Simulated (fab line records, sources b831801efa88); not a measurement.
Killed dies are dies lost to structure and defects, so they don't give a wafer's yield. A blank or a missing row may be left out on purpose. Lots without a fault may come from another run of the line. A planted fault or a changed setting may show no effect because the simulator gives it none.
Which tool did it? | flow sky130 | 10 lots, 28 wafers sampled, at 6 steps of a route of 708

WHAT THE GAUGES READ, wafer by wafer
SKY_METAL4_CD_MEAS_13: target cd 300 nm. Usual: cd_nm 299.7 nm, standard deviation 1.3.
lot  | measured     | on        | cd_nm (nm)        | flag
L133 | day 41 18:19 | cd_sem-01 | 300.7 299.8 300.0 |
L135 | day 42 09:32 | cd_sem-01 | 297.0 298.7 299.1 |
L140 | day 43 17:31 | cd_sem-01 | 298.9 300.6 298.4 |
L141 | day 44 12:22 | cd_sem-02 | 300.3 301.5 299.9 |
L145 | day 45 03:17 | cd_sem-01 | 298.5 298.3 298.0 |
L146 | day 45 12:13 | cd_sem-02 | 302.1 300.7 300.2 |
L148 | day 45 21:06 | cd_sem-01 | 299.9 302.1 301.1 |
L154 | day 47 06:46 | cd_sem-01 | 301.0 300.7 299.6 |
L155 | day 47 11:08 | cd_sem-01 | 298.9             |
L156 | day 47 15:19 | cd_sem-02 | 299.0 299.7 300.7 |

SKY_VIA4_RS_MEAS_19: measures by four-point-probe. Usual: VIA4_W_RS 0.2289 ohm/sq, standard deviation 0.0023.
lot  | measured     | on            | VIA4_W_RS (ohm/sq)                        | flag
L133 | day 42 20:19 | film_metro-03 | 0.2316 0.2295 0.2332                      |
L135 | day 43 12:05 | film_metro-02 | 0.2278 0.2253 0.2254                      |
L140 | day 44 18:08 | film_metro-03 | 0.2292 0.2326 0.2313                      |
L141 | day 45 11:53 | film_metro-04 | 0.2290 0.2310 0.2289                      |
L145 | day 46 03:27 | film_metro-04 | 0.2264 0.2329 0.2273                      |
L146 | day 46 12:29 | film_metro-02 | 0.2291 0.2284 0.2256                      |
L148 | day 46 19:26 | film_metro-02 | 0.2289 0.2263 0.2285                      |
L154 | day 48 04:27 | film_metro-02 | 0.2296 0.6788 0.6934 0.2298 0.6787 0.6946 | OFF
L155 | day 48 09:29 | film_metro-03 | 0.6634 0.6656                             | OFF
L156 | day 48 13:06 | film_metro-03 | 0.2269 0.2309 0.2299                      |

SKY_VIA4_THK_MEAS_20: measures by xrf. Usual: VIA4_W_THK 501 nm, standard deviation 4.8.
lot  | measured     | on            | VIA4_W_THK (nm)         | flag
L133 | day 42 20:26 | film_metro-03 | 497 501 492             |
L135 | day 43 12:10 | film_metro-02 | 505 506 508             |
L140 | day 44 18:15 | film_metro-03 | 498 492 496             |
L141 | day 45 12:00 | film_metro-04 | 504 499 507             |
L145 | day 46 03:34 | film_metro-04 | 505 494 505             |
L146 | day 46 12:36 | film_metro-02 | 497 499 508             |
L148 | day 46 19:32 | film_metro-02 | 500 504 498             |
L154 | day 48 10:13 | film_metro-02 | 500 171 168 500 172 168 | OFF
L155 | day 48 12:32 | film_metro-03 | 174                     | OFF
L156 | day 48 13:13 | film_metro-03 | 501 494 496             |

WHICH TOOL RAN EACH LOT (tool, then ch and the chambers of the sampled wafers, then the start)
lot  | SKY_METAL4_DESCUM_15              | SKY_METAL4_ETCH_17                 | SKY_VIA4_CVD_18
L133 | rie_metal-03 ch 0,1, day 41 18:28 | rie_diel-01 ch 0,1,2, day 41 18:36 | cvd_w-02 ch 0,1, day 42 20:10
L135 | rie_metal-02 ch 0,1, day 42 09:38 | rie_diel-01 ch 0,1, day 42 09:45   | cvd_w-01 ch 0,1, day 43 11:55
L140 | rie_metal-02 ch 0,1, day 43 17:40 | rie_diel-04 ch 1,2,3, day 43 17:51 | cvd_w-02 ch 0,1, day 44 17:59
L141 | rie_metal-03 ch 0, day 44 12:31   | rie_diel-01 ch 0,1,2, day 44 12:39 | cvd_w-02 ch 1, day 45 11:44
L145 | rie_metal-04 ch 0,1, day 45 03:25 | rie_diel-01 ch 1,2,3, day 45 03:33 | cvd_w-02 ch 0,1, day 46 03:17
L146 | rie_metal-02 ch 0,1, day 45 12:22 | rie_diel-03 ch 0,1,2, day 45 12:30 | cvd_w-01 ch 0,1, day 46 12:20
L148 | rie_metal-04 ch 0,1, day 45 21:14 | rie_diel-01 ch 0,2, day 45 21:21   | cvd_w-02 ch 0,1, day 46 19:18
L154 | rie_metal-02 ch 0,1, day 47 06:55 | rie_diel-01 ch 0,2,3, day 47 07:03 | cvd_w-01 ch 0,1, day 48 04:17
L155 | rie_metal-02 ch 1, day 47 11:16   | rie_diel-01 ch 0, day 47 11:24     | cvd_w-01 ch 0, day 48 09:19
L156 | rie_metal-04 ch 0, day 47 15:28   | rie_diel-03 ch 1,2,3, day 47 15:36 | cvd_w-02 ch 0,1, day 48 12:57
- SKY_METAL4_DESCUM_15: chemistry O2, time 8 s.
- SKY_METAL4_ETCH_17: etches SiO2 in C4F8/O2/Ar, stops on TiN, time 3.9 s, target depth 15 nm.
- SKY_VIA4_CVD_18: deposits W, target thk 505 nm, time 152.14 s.

WHAT THE TOOLS THEMSELVES READ (means of the sampled wafers that have a number; where no wafer has one, the mark that the record gives instead)
SKY_METAL4_DESCUM_15. Usual: drypump_motor_current_A 5.6 A, standard deviation 0.34; oes_product_au 0.994 a.u., standard deviation 0.0066.
lot  | tool         | drypump_motor_current_A (A) | oes_product_au (a.u.) | flag
L133 | rie_metal-03 | 5.7                         | 0.992                 |
L135 | rie_metal-02 | 5.2                         | 0.994                 |
L140 | rie_metal-02 | 5.2                         | 0.991                 |
L141 | rie_metal-03 | 5.8                         | 0.986                 |
L145 | rie_metal-04 | 6.0                         | 1.001                 |
L146 | rie_metal-02 | 5.2                         | 0.991                 |
L148 | rie_metal-04 | 6.0                         | 0.988                 |
L154 | rie_metal-02 | 5.2                         | 0.989                 |
L155 | rie_metal-02 | 5.5                         | 1.007                 |
L156 | rie_metal-04 | 6.0                         | 0.996                 |

SKY_METAL4_ETCH_17. Usual: oes_product_au 0.754 a.u., standard deviation 0.0076.
lot  | tool        | oes_product_au (a.u.) | flag
L133 | rie_diel-01 | 0.750                 |
L135 | rie_diel-01 | 0.753                 |
L140 | rie_diel-04 | 0.751                 |
L141 | rie_diel-01 | 0.756                 |
L145 | rie_diel-01 | 0.747                 |
L146 | rie_diel-03 | 0.762                 |
L148 | rie_diel-01 | 0.760                 |
L154 | rie_diel-01 | 0.754                 |
L155 | rie_diel-01 | 0.742                 |
L156 | rie_diel-03 | 0.762                 |

SKY_VIA4_CVD_18. Usual: chamber_pressure_Torr 40.01 Torr, standard deviation 0.082; heater_power_outer_w 487 W, standard deviation 28; heater_power_w 795 W, standard deviation 26; susceptor_temp_C 400.00 C, standard deviation 0.24.
lot  | tool     | chamber_pressure_Torr (Torr) | heater_power_outer_w (W) | heater_power_w (W) | susceptor_temp_C (C) | flag
L133 | cvd_w-02 | 40.09                        | 497                      | 797                | 399.80               |
L135 | cvd_w-01 | 40.05                        | 466                      | 773                | 399.85               |
L140 | cvd_w-02 | 39.98                        | 490                      | 795                | 400.04               |
L141 | cvd_w-02 | 40.12                        | 509                      | 832                | 400.13               |
L145 | cvd_w-02 | 40.01                        | 499                      | 811                | 400.04               |
L146 | cvd_w-01 | 39.99                        | 497                      | 791                | 399.93               |
L148 | cvd_w-02 | 40.04                        | 502                      | 807                | 399.68               |
L154 | cvd_w-01 | 39.98                        | 375                      | 622                | 363.73               | OFF
L155 | cvd_w-01 | 40.00                        | 336                      | 561                | 345.59               | OFF
L156 | cvd_w-02 | 39.99                        | 493                      | 802                | 400.31               |

THE ANSWER, worked out from the rows above alone
Rule: a lot is off if the mean of its wafers that have a number lies more than 3 standard deviations from the usual mean. A lot without any number at a reading at which 4 lots or more have one is off too. The other lots that the step has rows for count as sound. The gauges are gone through in route order, then the tools' own readings, and for those a lot's mean is taken as printed above. The first step at which some lot is off is used, and at that step the reading that is off furthest; a lot without a number counts as furthest.
Off: L154, L155, at SKY_VIA4_RS_MEAS_19 (VIA4_W_RS).
A tool fits if, at a process step before that reading, it ran every lot that is off, and no sound lot after the first of them. The gauges at SKY_VIA4_RS_MEAS_19 aren't tried: what is off there is off at SKY_VIA4_CVD_18 too, on other tools, and a gauge's error can't cause that. Can't be told from this: 3 tools fit, rie_metal-02 at SKY_METAL4_DESCUM_15, rie_diel-01 at SKY_METAL4_ETCH_17, cvd_w-01 at SKY_VIA4_CVD_18.

WHAT THE SIMULATOR HAD PUT IN
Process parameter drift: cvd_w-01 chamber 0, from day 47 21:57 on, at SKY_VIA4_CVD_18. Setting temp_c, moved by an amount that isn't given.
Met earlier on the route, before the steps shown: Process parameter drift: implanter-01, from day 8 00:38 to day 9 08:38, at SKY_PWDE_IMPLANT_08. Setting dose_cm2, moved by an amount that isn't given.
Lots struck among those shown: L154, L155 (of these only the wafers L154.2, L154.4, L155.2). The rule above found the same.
